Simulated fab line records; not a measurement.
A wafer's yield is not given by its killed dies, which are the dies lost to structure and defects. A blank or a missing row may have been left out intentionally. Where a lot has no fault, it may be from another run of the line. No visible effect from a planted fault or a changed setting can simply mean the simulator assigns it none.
A lot that was struck, set against a sound lot | flow gf180mcu | 15 out of 602 route steps
Sound: wafers L351.1, L351.2, L351.6. Wafers struck: L345.1, L345.2, L345.5. The cause is given at the end.
At each step with rows: each side's tool, then ch and its chambers, then its first start. Under that, the readings that differ: sound wafers | struck wafers | difference of the means | sigmas: that difference in standard deviations of wafers without a fault.
alike: words and numbers the same on both sides, and readings whose means are apart by under 2 such deviations; not compared: readings that were withheld, readings missing a value for some wafer, numbers with overlapping values and no deviation given by the record, and bounds like >300 which may hide the same value.
A row with sigmas, a row that says differs or no value, or rows on one side alone: a step with any of these is where the two part. When numbers do not overlap yet have no deviation, they are printed without sigmas and do not part them. A reading missing from all wafers of one side parts the sides only when that side holds two or more wafers.

first, 2 steps without rows for these wafers: GF_CONTACT_PEB_12 (peb time 90 s); GF_CONTACT_DEVELOP_13 (develop time 60 s).
GF_CONTACT_CD_MEAS_14 targets a cd of 220 nm.
  sound: cd sem-01 at day 20 22:23; struck: cd sem-01 at day 18 14:58
  alike: cd nm
GF_CONTACT_OVL_MEAS_15:
  sound: overlay-01 at day 20 22:30; struck: overlay-01 at day 18 15:05
  alike: CONTACT_OVL
GF_CONTACT_ETCH_16: etches BARC in N2/H2.
  sound on rie diel-02 ch 0,3, day 20 22:32; struck on rie diel-02 ch 0,3, day 18 15:07
  alike: bias w, drypump motor current A, n2 flow sccm, oes product au, throttle valve pct
GF_CONTACT_ETCH_17: etches SiO2 in C4F8/O2/Ar, stops on CoSi2, target depth 860 nm.
  sound on rie diel-02 ch 0,3; struck on rie diel-02 ch 0,3
  alike: bias w, oes product au
GF_CONTACT_STRIP_18: strips in O2/N2.
  sound on plasma asher-03 ch 0,1, day 20 22:42; struck on plasma asher-03 ch 0,1, day 18 15:17
  alike: drypump motor current A, heater power w, n2 flow sccm, oes product au
  not compared: rf hours counter h
then, 3 steps without rows for these wafers: GF_CONTACT_CLEAN_19 (cleans in SPM); GF_CONTACT_CLEAN_20 (cleans in DIW); GF_CONTACT_CLEAN_21 (cleans in dHF, time 20 s).
GF_CONTACT_SPUTTER_22: material Ti, target thk 15 nm, time 80.02 s.
  sound: pvd sputter-03 at day 20 23:01; struck: pvd sputter-04 at day 18 15:36
  alike: throttle valve pct
GF_CONTACT_SPUTTER_23: material TiN, target thk 10 nm, time 40 s.
  sound: pvd sputter-03 at day 20 23:04; struck: pvd sputter-04 at day 18 15:40
  alike: throttle valve pct
GF_CONTACT_CVD_24: deposits W, target thk 300 nm, time 90.339 s.
  sound on cvd w-02 ch 0,1, day 20 23:07; struck on cvd w-01 ch 0,1, day 18 15:42
  no value came back on the struck wafers for chamber pressure Torr (Torr), heater power outer w (W), heater power w (W); on the sound wafers chamber pressure Torr (Torr) reads 40.14 40.02 40.17
GF_CONTACT_RS_MEAS_25: measurement is done with a four-point probe.
  sound: film metro-01 at day 20 23:13; struck: film metro-04 at day 18 16:07
  reading               | sound             | struck               | difference | sigmas
  CONTACT_W_RS (ohm/sq) | 0.384 0.378 0.378 | 43.660 43.707 43.468 | +43.232    | +99 or more
  not compared: hold
GF_PASSIVATION_PROBE_99:
  sound wafers here have rows in the record (prober-01, day 32 16:09); struck ones have none

## WHERE THEY PART
Earliest at GF_CONTACT_CVD_24; latest, in this record, at GF_PASSIVATION_PROBE_99.

WHY: what the simulator had put in
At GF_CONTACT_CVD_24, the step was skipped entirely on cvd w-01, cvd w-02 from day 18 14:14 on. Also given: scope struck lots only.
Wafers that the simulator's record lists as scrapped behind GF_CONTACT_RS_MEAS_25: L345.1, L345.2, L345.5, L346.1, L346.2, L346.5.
